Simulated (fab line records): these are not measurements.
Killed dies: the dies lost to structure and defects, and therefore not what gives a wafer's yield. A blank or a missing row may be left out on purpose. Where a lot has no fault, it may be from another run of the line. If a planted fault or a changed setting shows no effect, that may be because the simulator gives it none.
Problem report, 8D (eight disciplines) form, completed by code	flow gf180mcu	the parts of the form that need people (team, actions taken, sign-off) are left out

1. WHAT IS WRONG
Mean of heater-power-total-W at GF_HV_LDD_SOFTBAKE_15: 57.30 W across 2 wafers in 2 lots; on wafers with no fault it is 56.59 W (standard deviation 0.042). Relative to the usual mean, that is a shift of +17 standard deviations.
The step: time 60 s.
First seen on wafer L371.4, day 13 22:57, on litho-track-03. At this step, 37 wafers from 13 lots have a number in the record. The rule behind "out" and "out of limits": a value lying over 4 standard deviations away from the usual mean. Any other wafer with a number is counted as sound.

2. WHAT THIS IS AND IS NOT
question	is	is not
which readings at this step	heater-power-total-W, run-length-s	chill-plate-temp-C
which lots	L371, L376	L360, L361, L362, L363, L364, L365, L366, L367, L378, L382, L383
which wafers of those lots	L371.4, L376.3	L371.6, L376.1
read on which tools	litho-track-03	litho-track-02, litho-track-04
when	from day 13 22:57	up to then (25 sound wafers); but 10 sound wafers of L376, L378, L382, L383 came after

3. WHAT RULES OUT EACH SUSPECT
Counting: any tool at a process step up to the reading remains a suspect provided it ran every lot that is out. Sound lots after the first of them don't rule it out here, since some wafers of a struck lot are sound.
- litho-track-03 at GF_HV_LDD_SOFTBAKE_15 (time 60 s): kept. Ran every lot that is out, first one L371 (day 13 22:57); last sound lot up to then L367 (day 12 14:32). Its own readings are out on those wafers: heater-power-total-W, run-length-s.
The count leaves litho-track-03 at GF_HV_LDD_SOFTBAKE_15.

4. THE CAUSE (what the simulator had put in)
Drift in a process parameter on litho-track-03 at GF_HV_LDD_SOFTBAKE_15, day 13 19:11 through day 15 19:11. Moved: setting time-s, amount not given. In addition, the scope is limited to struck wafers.
The count eliminated every tool but this one.

5. THE EFFECT CHAIN, in route order
One row per reading whose mean, taken over the struck wafers that have a number, lies over 3 standard deviations from the usual. Only readings whose record carries a usual standard deviation are examined. hours: median over the lots of the time between each lot's start at the first step of this table that gives one and its start at this step. sigmas: the change, counted in usual standard deviations.
hours	step	reading	usual	on struck wafers	change	sigmas
0	GF_HV_LDD_SOFTBAKE_15	heater-power-total-W	56.59 W	57.30	+0.70	+17
0	GF_HV_LDD_SOFTBAKE_15	run-length-s	89.30 s	87.05	-2.25	-8.7
Here are the process steps it includes:
- GF_HV_LDD_SOFTBAKE_15: time 60 s.
Later measuring or inspecting steps at which every struck wafer that the step has a row for has a number for every such reading, and none has moved that far: GF_SAB_CD_MEAS_09, GF_SAB_OVL_MEAS_10.

6. WHAT WOULD HAVE CAUGHT IT SOONER
4 hours passed between the start of the fault at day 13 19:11 and the first reading out of limits in this record, taken at day 13 22:57.
